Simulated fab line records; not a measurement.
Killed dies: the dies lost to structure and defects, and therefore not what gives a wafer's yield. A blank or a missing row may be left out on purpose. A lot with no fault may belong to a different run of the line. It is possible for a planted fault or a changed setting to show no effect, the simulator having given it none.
fab line records	flow gf180mcu
[record] lots = 14	wafers = 41	lastDay = 34
route steps=602 shown SAB@277 CONTACT@312 M1@316
lots that met no fault: from a run of the same line without faults
startH: hours from the record's first day to the start of the lot's first wafer shown	waitH: hours elapsed since this lot's preceding step	" same as the row above	L1.1+2: one row covering several wafers at once	- no value, or no start given	* or withheld: withheld	< > ~ a bound
route shown NAME@n: names a module that has steps shown in the file, with the first one's number in the route	usual: mean/standard deviation taken from wafers without a fault	same: alike in all rows	chamber/n: place in a boat	sites: the reading at each site	_std_site: standard deviation of those values	_edge_site: inner sites' mean taken away from outer sites' mean	radiusMm: for every site, how far away it sits from the centre of the wafer	mask NAME#n: copy n	behind: tool/chamber where the wafer was last shaped	hold: reason for holding the lot/hours on hold/outcome of the hold	device: the transistor (n, p or np) that didn't switch	end of line: tests of these same wafers at the route's end	step lacking rows: just its recipe	killed: dies that structure and defects cost at the first sort, which is not the same as the wafer's yield	map: shows each die of a wafer: x if killed, . if not, _ if none is there
set.NAME: the setting that was run; set.NAME@STEP: the one run at that earlier step	model.NAME: the simulator's own value behind a step, which no gauge read
a sample of lots followed through the steps of the route, with each step as a table and each wafer as a row
services: from which hour (startH, from the record's first day; less than 0 if before it) a tool's chamber was out of use, for how many hours, and why
[[steps]]
[step GF_SAB_STRIP_13]
[recipe] chemistry = O2/N2	powerW = 1400	pressureMtorr = 1500	platenTempC = 250	o2FlowSccm = 3000	n2FlowSccm = 300	overashFraction = 0.5
[usual] drypumpMotorCurrentA = 5.6/0.43	heaterPowerW = 358/23	o2FlowSccm = 3000/8.5	oesProductAu = 0.709/0.0047	stripTimeToEndpointS = 12.62/0.036
lot.wafer	tool	chamber	startH	waitH	drypumpMotorCurrentA	heaterPowerW	o2FlowSccm	oesProductAu	rfHoursCounterH	stripTimeToEndpointS
L209.2	plasmaAsher-03	0	335.27	0.0	5.3	362	2997	0.715	70	12.64
L209.3	"	0	"	"	5.4	363	2995	0.707	-	12.62
L209.5	"	1	"	"	5.9	365	2993	0.720	-	12.62
L210.2	plasmaAsher-03	0	343.14	0.0	5.4	372	3000	0.705	71	12.64
L210.3	"	1	"	"	5.9	362	3009	0.715	-	12.64
L210.5	"	1	"	"	5.9	362	3013	0.719	-	12.64
L211.3	plasmaAsher-04	1	361.93	0.0	5.0	371	2992	0.718	-	12.61
L211.4	"	0	"	"	6.3	327	3011	0.706	-	12.65
L211.5	"	1	"	"	5.0	367	2997	0.717	-	12.67
L218.4	plasmaAsher-04	0	411.91	0.0	6.3	328	3008	0.717	-	12.60
L218.6	"	1	"	"	5.0	379	2998	0.710	-	12.65
L221.1	plasmaAsher-01	0	446.11	0.0	5.3	321	2997	0.712	72	12.61
L221.5	"	0	"	"	5.3	323	3006	0.710	-	12.63
L221.6	"	1	"	"	5.6	394	2996	0.714	-	12.59
L223.1	plasmaAsher-04	1	461.24	0.0	4.9	373	3009	0.709	33	12.68
L223.3	"	1	"	"	5.0	377	3020	0.708	-	12.66
L223.5	"	1	"	"	4.9	379	3003	0.701	-	12.64
L225.1	plasmaAsher-03	0	470.61	0.0	5.4	369	2996	0.707	84	12.59
L225.3	"	1	"	"	5.9	362	2993	0.707	-	12.62
L225.6	"	1	"	"	5.9	369	2991	0.708	-	12.58
L224.2	plasmaAsher-04	0	471.96	0.0	6.3	327	3005	0.709	34	12.63
L224.3	"	0	"	"	6.3	325	3001	0.703	-	12.59
L224.4	"	1	"	"	5.0	378	2994	0.712	-	12.61
L226.1	plasmaAsher-01	0	483.80	0.0	5.3	318	3003	0.713	77	12.58
L226.4	"	0	"	"	5.3	322	2983	0.708	-	12.57
L226.6	"	0	"	"	5.3	317	3000	0.711	-	12.56
L227.2	plasmaAsher-04	0	489.92	0.0	6.3	333	3009	0.713	35	12.63
L227.3	"	0	"	"	6.3	335	3010	0.710	-	12.67
L227.4	"	1	"	"	5.0	363	2982	0.704	-	12.65
L228.2	plasmaAsher-01	0	500.64	0.0	5.3	319	2998	0.703	79	12.61
L228.3	"	0	"	"	5.3	312	2989	0.703	-	12.62
L228.4	"	1	"	"	5.6	392	3000	0.714	-	12.59
L229.2	plasmaAsher-04	1	506.87	0.0	4.9	373	3014	0.705	37	12.63
L229.3	"	1	"	"	4.9	374	2999	0.707	-	12.61
L229.6	"	1	"	"	4.9	380	3006	0.705	-	12.64
L230.1	plasmaAsher-03	0	517.65	0.0	5.4	353	3018	0.708	89	12.65
L230.5	"	0	"	"	5.4	358	3001	0.717	-	12.61
L230.6	"	1	"	"	5.9	360	2987	0.705	-	12.66
L231.1	plasmaAsher-01	0	527.09	0.0	5.3	320	2995	0.710	81	12.62
L231.4	"	0	"	"	5.3	320	3010	0.711	-	12.66
L231.5	"	0	"	"	5.3	310	3012	0.712	-	12.62
[step GF_CONTACT_RS_MEAS_25]
[recipe] thkMeasGauge = four-point-probe	reads = W_of_CONTACT_CVD_24+TiN_of_CONTACT_SPUTTER_23+Ti_of_CONTACT_SPUTTER_22
[usual] CONTACT_W_RS = 0.384/0.0039
lot.wafer	tool	chamber	startH	waitH	CONTACT_W_RS[ohm/sq]
L209.2	filmMetro-03	-	358.84	0.1	0.384
L209.3	"	-	"	"	0.385
L209.5	"	-	"	"	0.387
L210.2	filmMetro-01	-	367.29	0.1	0.388
L210.3	"	-	"	"	0.393
L210.5	"	-	"	"	0.385
L211.3	filmMetro-03	-	385.61	0.1	0.381
L211.4	"	-	"	"	0.393
L211.5	"	-	"	"	0.387
L218.4	filmMetro-03	-	438.11	0.1	0.383
L218.6	"	-	"	"	0.383
L221.1	filmMetro-03	-	472.16	0.1	0.384
L221.5	"	-	"	"	0.379
L221.6	"	-	"	"	0.378
L223.1	filmMetro-01	-	487.11	0.1	0.384
L223.3	"	-	"	"	0.387
L223.5	"	-	"	"	0.381
L225.1	filmMetro-01	-	495.88	0.1	0.387
L225.3	"	-	"	"	0.385
L225.6	"	-	"	"	0.385
L224.2	filmMetro-02	-	499.04	0.1	0.382
L224.3	"	-	"	"	0.379
L224.4	"	-	"	"	0.382
L226.1	filmMetro-02	-	509.66	0.1	0.384
L226.4	"	-	"	"	0.378
L226.6	"	-	"	"	0.386
L227.2	filmMetro-01	-	517.74	0.1	0.386
L227.3	"	-	"	"	0.391
L227.4	"	-	"	"	0.385
L228.2	filmMetro-03	-	526.49	0.1	0.386
L228.3	"	-	"	"	0.385
L228.4	"	-	"	"	0.378
L229.2	filmMetro-02	-	532.49	0.1	0.377
L229.3	"	-	"	"	0.379
L229.6	"	-	"	"	0.375
L230.1	filmMetro-03	-	542.88	0.1	0.389
L230.5	"	-	"	"	0.385
L230.6	"	-	"	"	0.392
L231.1	filmMetro-03	-	551.61	0.1	0.381
L231.4	"	-	"	"	0.381
L231.5	"	-	"	"	0.382
[step GF_M1_SPUTTER_01]
[recipe] material = TiN	targetThkNm = 30	powerW = 6500	timeS = 25	chamberPressurePa = 0.4
[usual] chamberPressurePa = 0.4000/0.00091	throttleValvePct = 29.8/0.89
lot.wafer	tool	chamber	startH	waitH	chamberPressurePa	throttleValvePct
L209.2	pvdSputter-04	-	359.40	0.1	0.4002	29.4
L209.3	"	-	"	"	0.3995	28.2
L209.5	"	-	"	"	0.4027	29.5
L210.2	pvdSputter-04	-	367.85	0.1	0.4005	30.1
L210.3	"	-	"	"	0.3987	28.4
L210.5	"	-	"	"	0.3995	29.4
L211.3	pvdSputter-01	-	386.15	0.1	0.4001	29.1
L211.4	"	-	"	"	0.3990	28.9
L211.5	"	-	"	"	0.3984	29.0
L218.4	pvdSputter-04	-	438.63	0.1	0.3986	31.1
L218.6	"	-	"	"	0.3998	29.5
L221.1	pvdSputter-04	-	473.93	0.1	0.4011	28.4
L221.5	"	-	"	"	0.4001	30.0
L221.6	"	-	"	"	0.3995	31.0
L223.1	pvdSputter-03	-	487.69	0.1	0.4000	29.6
L223.3	"	-	"	"	0.4001	28.9
L223.5	"	-	"	"	0.3984	30.7
L225.1	pvdSputter-03	-	496.46	0.1	0.3993	30.7
L225.3	"	-	"	"	0.3993	30.5
L225.6	"	-	"	"	0.3982	29.6
L224.2	pvdSputter-03	-	499.61	0.1	0.4003	30.6
L224.3	"	-	"	"	0.4004	29.9
L224.4	"	-	"	"	0.4005	31.1
L226.1	pvdSputter-03	-	510.24	0.1	0.3985	28.9
L226.4	"	-	"	"	0.4017	31.0
L226.6	"	-	"	"	0.3998	30.6
L227.2	pvdSputter-01	-	518.30	0.1	0.4003	28.7
L227.3	"	-	"	"	0.4013	30.8
L227.4	"	-	"	"	0.3996	29.0
L228.2	pvdSputter-03	-	527.05	0.1	0.3995	30.7
L228.3	"	-	"	"	0.4021	29.7
L228.4	"	-	"	"	0.4021	29.4
L229.2	pvdSputter-03	-	533.05	0.1	0.3994	29.6
L229.3	"	-	"	"	0.3993	31.0
L229.6	"	-	"	"	0.3999	30.8
L230.1	pvdSputter-03	-	543.46	0.1	0.3996	30.6
L230.5	"	-	"	"	0.4003	29.7
L230.6	"	-	"	"	0.3993	30.5
L231.1	pvdSputter-03	-	552.19	0.1	0.4005	28.8
L231.4	"	-	"	"	0.4008	30.6
L231.5	"	-	"	"	0.4011	28.8
[step GF_M1_SPUTTER_02]
[recipe] material = AlCu	targetThkNm = 450	powerW = 10600	timeS = 23.9	chamberPressurePa = 0.4
[usual] chamberPressurePa = 0.4000/0.00072	throttleValvePct = 29.8/0.86
lot.wafer	tool	chamber	startH	waitH	chamberPressurePa	throttleValvePct
L209.2	pvdSputter-04	-	359.43	0.0	0.4003	29.4
L209.3	"	-	"	"	0.4004	28.4
L209.5	"	-	"	"	0.4005	29.4
L210.2	pvdSputter-04	-	367.88	0.0	0.4003	29.9
L210.3	"	-	"	"	0.4002	27.9
L210.5	"	-	"	"	0.3993	29.4
L211.3	pvdSputter-01	-	386.19	0.0	0.4005	29.1
L211.4	"	-	"	"	0.3992	29.0
L211.5	"	-	"	"	0.4005	29.0
L218.4	pvdSputter-04	-	438.66	0.0	0.4008	31.1
L218.6	"	-	"	"	0.3994	29.4
L221.1	pvdSputter-04	-	473.96	0.0	0.4007	28.3
L221.5	"	-	"	"	0.4007	29.7
L221.6	"	-	"	"	0.4006	31.1
L223.1	pvdSputter-03	-	487.72	0.0	0.3996	30.1
L223.3	"	-	"	"	0.4000	28.8
L223.5	"	-	"	"	0.4006	30.4
L225.1	pvdSputter-03	-	496.49	0.0	0.4002	30.9
L225.3	"	-	"	"	0.4000	30.4
L225.6	"	-	"	"	0.3989	29.3
L224.2	pvdSputter-03	-	499.64	0.0	0.4002	30.5
L224.3	"	-	"	"	0.4013	29.7
L224.4	"	-	"	"	0.3998	30.9
L226.1	pvdSputter-03	-	510.27	0.0	0.3998	28.8
L226.4	"	-	"	"	0.3987	30.8
L226.6	"	-	"	"	0.3992	30.5
L227.2	pvdSputter-01	-	518.33	0.0	0.4001	28.8
L227.3	"	-	"	"	0.3995	30.5
L227.4	"	-	"	"	0.3998	28.8
L228.2	pvdSputter-03	-	527.08	0.0	0.4003	30.5
L228.3	"	-	"	"	0.3981	29.8
L228.4	"	-	"	"	0.3992	29.5
L229.2	pvdSputter-03	-	533.08	0.0	0.4009	29.4
L229.3	"	-	"	"	0.4009	31.1
L229.6	"	-	"	"	0.3997	30.7
L230.1	pvdSputter-03	-	543.49	0.0	0.3990	30.8
L230.5	"	-	"	"	0.3987	29.6
L230.6	"	-	"	"	0.4004	30.6
L231.1	pvdSputter-03	-	552.22	0.0	0.4005	28.8
L231.4	"	-	"	"	0.3998	30.7
L231.5	"	-	"	"	0.4000	29.0
[step GF_M1_RS_MEAS_05]
[recipe] thkMeasGauge = four-point-probe	reads = TiN_of_M1_SPUTTER_04+Ti_of_M1_SPUTTER_03+AlCu_of_M1_SPUTTER_02+TiN_of_M1_SPUTTER_01+Ti_of_M1_SPUTTER_00
[usual] M1_ALCU_RS = 0.0689/0.00063
lot.wafer	tool	chamber	startH	waitH	M1_ALCU_RS[ohm/sq]
L209.2	filmMetro-04	-	359.54	0.0	0.0686
L209.3	"	-	"	"	0.0688
L209.5	"	-	"	"	0.0683
L210.2	filmMetro-03	-	367.99	0.0	0.0701
L210.3	"	-	"	"	0.0698
L210.5	"	-	"	"	0.0704
L211.3	filmMetro-02	-	386.33	0.1	0.0690
L211.4	"	-	"	"	0.0689
L211.5	"	-	"	"	0.0690
L218.4	filmMetro-04	-	438.81	0.1	0.0478
L218.6	"	-	"	"	0.0689
L221.1	filmMetro-02	-	474.05	0.0	0.0480
L221.5	"	-	"	"	0.0692
L221.6	"	-	"	"	0.0685
L223.1	filmMetro-03	-	487.81	0.0	0.0689
L223.3	"	-	"	"	0.0685
L223.5	"	-	"	"	0.0688
L225.1	filmMetro-03	-	496.58	0.0	0.0678
L225.3	"	-	"	"	0.0678
L225.6	"	-	"	"	0.0680
L224.2	filmMetro-04	-	499.75	0.0	0.0685
L224.3	"	-	"	"	0.0684
L224.4	"	-	"	"	0.0688
L226.1	filmMetro-04	-	510.36	0.0	0.0684
L226.4	"	-	"	"	0.0685
L226.6	"	-	"	"	0.0680
L227.2	filmMetro-04	-	518.44	0.0	0.0696
L227.3	"	-	"	"	0.0696
L227.4	"	-	"	"	0.0688
L228.2	filmMetro-02	-	527.19	0.0	0.0677
L228.3	"	-	"	"	0.0686
L228.4	"	-	"	"	0.0684
L229.2	filmMetro-02	-	533.19	0.0	0.0694
L229.3	"	-	"	"	0.0699
L229.6	"	-	"	"	0.0695
L230.1	filmMetro-04	-	543.58	0.0	0.0694
L230.5	"	-	"	"	0.0693
L230.6	"	-	"	"	0.0693
L231.1	filmMetro-04	-	552.31	0.0	0.0680
L231.4	"	-	"	"	0.0683
L231.5	"	-	"	"	0.0679
[step GF_M1_THK_MEAS_06]
[recipe] thkMeasGauge = xrf	reads = AlCu_of_M1_SPUTTER_02
[usual] M1_ALCU_THK = 461/6.3
lot.wafer	tool	chamber	startH	waitH	M1_ALCU_THK[nm]
L209.2	filmMetro-04	-	359.65	0.1	466
L209.3	"	-	"	"	462
L209.5	"	-	"	"	466
L210.2	filmMetro-03	-	368.10	0.1	446
L210.3	"	-	"	"	449
L210.5	"	-	"	"	447
L211.3	filmMetro-02	-	386.43	0.1	463
L211.4	"	-	"	"	465
L211.5	"	-	"	"	465
L218.4	filmMetro-04	-	438.90	0.1	666
L218.6	"	-	"	"	465
L221.1	filmMetro-02	-	474.17	0.1	665
L221.5	"	-	"	"	465
L221.6	"	-	"	"	468
L223.1	filmMetro-03	-	487.93	0.1	455
L223.3	"	-	"	"	458
L223.5	"	-	"	"	456
L225.1	filmMetro-03	-	496.70	0.1	463
L225.3	"	-	"	"	464
L225.6	"	-	"	"	463
L224.2	filmMetro-04	-	499.86	0.1	471
L224.3	"	-	"	"	468
L224.4	"	-	"	"	470
L226.1	filmMetro-04	-	510.48	0.1	464
L226.4	"	-	"	"	462
L226.6	"	-	"	"	466
L227.2	filmMetro-04	-	518.55	0.1	453
L227.3	"	-	"	"	455
L227.4	"	-	"	"	457
L228.2	filmMetro-02	-	527.30	0.1	475
L228.3	"	-	"	"	469
L228.4	"	-	"	"	472
L229.2	filmMetro-02	-	533.30	0.1	463
L229.3	"	-	"	"	459
L229.6	"	-	"	"	462
L230.1	filmMetro-04	-	543.70	0.1	460
L230.5	"	-	"	"	462
L230.6	"	-	"	"	462
L231.1	filmMetro-04	-	552.43	0.1	465
L231.4	"	-	"	"	464
L231.5	"	-	"	"	466
[[services]]
tool	chamber	startH	hours	kind
pvdSputter-03	-	327.14	2.3	repair
pvdSputter-03	-	353.72	4.5	repair
pvdSputter-04	-	374.28	3.4	repair
pvdSputter-04	-	375.67	7.1	repair
pvdSputter-03	-	377.26	0.9	repair
pvdSputter-01	0	420.61	-	consumableReplace:kit
pvdSputter-01	0	420.61	18.0	scheduledDown
pvdSputter-01	0	420.61	18.0	ventCycle
pvdSputter-03	-	421.23	1.8	repair
pvdSputter-01	-	471.88	3.3	repair
plasmaAsher-04	-	476.43	7.6	repair
pvdSputter-01	-	509.47	1.0	repair
plasmaAsher-03	-	519.22	2.8	pm
plasmaAsher-01	-	523.77	2.8	pm
pvdSputter-03	3	525.30	-	consumableReplace:kit
pvdSputter-03	3	525.30	18.0	scheduledDown
pvdSputter-03	3	525.30	18.0	ventCycle
[[key]]
[firstSign] step = GF_M1_RS_MEAS_05	reading = M1_ALCU_RS	direction = down	sigmas = 33	usual = 0.0689	struck = 0.0479
[effect] step = GF_M1_THK_MEAS_06	reading = M1_ALCU_THK	direction = up	sigmas = 32	usual = 461	struck = 665
metAt GF_M1_SPUTTER_02
struckLots L218,L221
struckWafers L218.4,L221.1
laterRowsLeftOut L221.1
sortLeftOut L218.4,L221.1
notActingAt GF_SAB_STRIP_13,GF_CONTACT_RS_MEAS_25,GF_M1_SPUTTER_01
onsetBetween 367.88 438.66
[fault] kind = processParameterDrift	tool = pvdSputter-04	chamber = -	onsetH = 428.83	steps = GF_M1_SPUTTER_02	channel = targetThkNm	offset = 193.8	shape = step	endH = 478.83	scope = struckWafersOnly	actsIn = theseRecipesOnly	stated = 450
// sortLeftOut: the simulated sort isn't trusted on such a fault, so these wafers' sort isn't shown, and their yield isn't known
// laterRowsLeftOut: the simulator's readings of these wafers behind a module that went badly wrong aren't trusted and aren't shown, but for the sort
